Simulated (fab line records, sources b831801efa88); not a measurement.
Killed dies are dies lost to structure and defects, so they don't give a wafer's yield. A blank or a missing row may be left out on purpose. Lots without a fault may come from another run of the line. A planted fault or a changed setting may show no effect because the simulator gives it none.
One fault seen from 2 desks | flow sky130 | each desk has only its own numbers; what lay behind them comes last

THE TOOL OWNER'S DESK: plasma_asher-03
The tool's own readings at SKY_GATE_OXIDE_STRIP_13 (strips in O2/N2): means of the sampled wafers that have a number, for each lot that ran on this tool. A lot is out of limits, marked OUT, if its mean lies more than 4 standard deviations from the usual mean; the brackets give that distance.
Columns: A = drypump_motor_current_A at SKY_GATE_OXIDE_STRIP_13, usual 6.0 A; B = n2_flow_sccm at SKY_GATE_OXIDE_STRIP_13, usual 300.0 sccm; C = oes_product_au at SKY_GATE_OXIDE_STRIP_13, usual 0.715 a.u.; D = strip_time_to_endpoint_s at SKY_GATE_OXIDE_STRIP_13, usual 14.17 s
lot  | first seen here | A   | B     | C     | D
L783 | day 15 11:32    | 6.0 | 300.3 | 0.713 | 14.11
L784 | day 15 16:32    | 6.1 | 299.3 | 0.713 | 14.20
L798 | day 20 13:47    | 6.0 | 299.4 | 0.717 | 14.20
L799 | day 20 20:26    | 6.0 | 299.9 | 0.718 | 14.21
This desk's finding: nothing out of limits on any of the 4 lots.

THE METROLOGY DESK
What the gauges read, lot by lot, whatever tool the lot ran on: means of the sampled wafers that have a number. A lot is out of limits, marked OUT, if its mean lies more than 4 standard deviations from the usual mean; the brackets give that distance.
Columns: A = PAD_OPEN_BOW at SKY_PAD_OPEN_BOW_MEAS_13, usual 46 um
lot  | first seen here | A
L779 | day 46 10:28    | 42
L781 | day 46 17:10    | 32
L783 | day 47 06:20    | 37
L784 | day 47 09:23    | 47
L786 | day 48 00:00    | 52
L787 | day 48 04:03    | 47
L788 | day 48 15:52    | 40
L789 | day 48 17:38    | 37
L798 | day 50 14:55    | 35
L799 | day 50 16:40    | 58
L800 | day 50 19:19    | 40
L801 | day 51 11:35    | 31
This desk's finding: nothing out of limits on any of the 12 lots.

PUT TOGETHER
The tool owner's desk saw nothing out of limits.
The metrology desk saw nothing out of limits.

WHAT THE SIMULATOR HAD PUT IN
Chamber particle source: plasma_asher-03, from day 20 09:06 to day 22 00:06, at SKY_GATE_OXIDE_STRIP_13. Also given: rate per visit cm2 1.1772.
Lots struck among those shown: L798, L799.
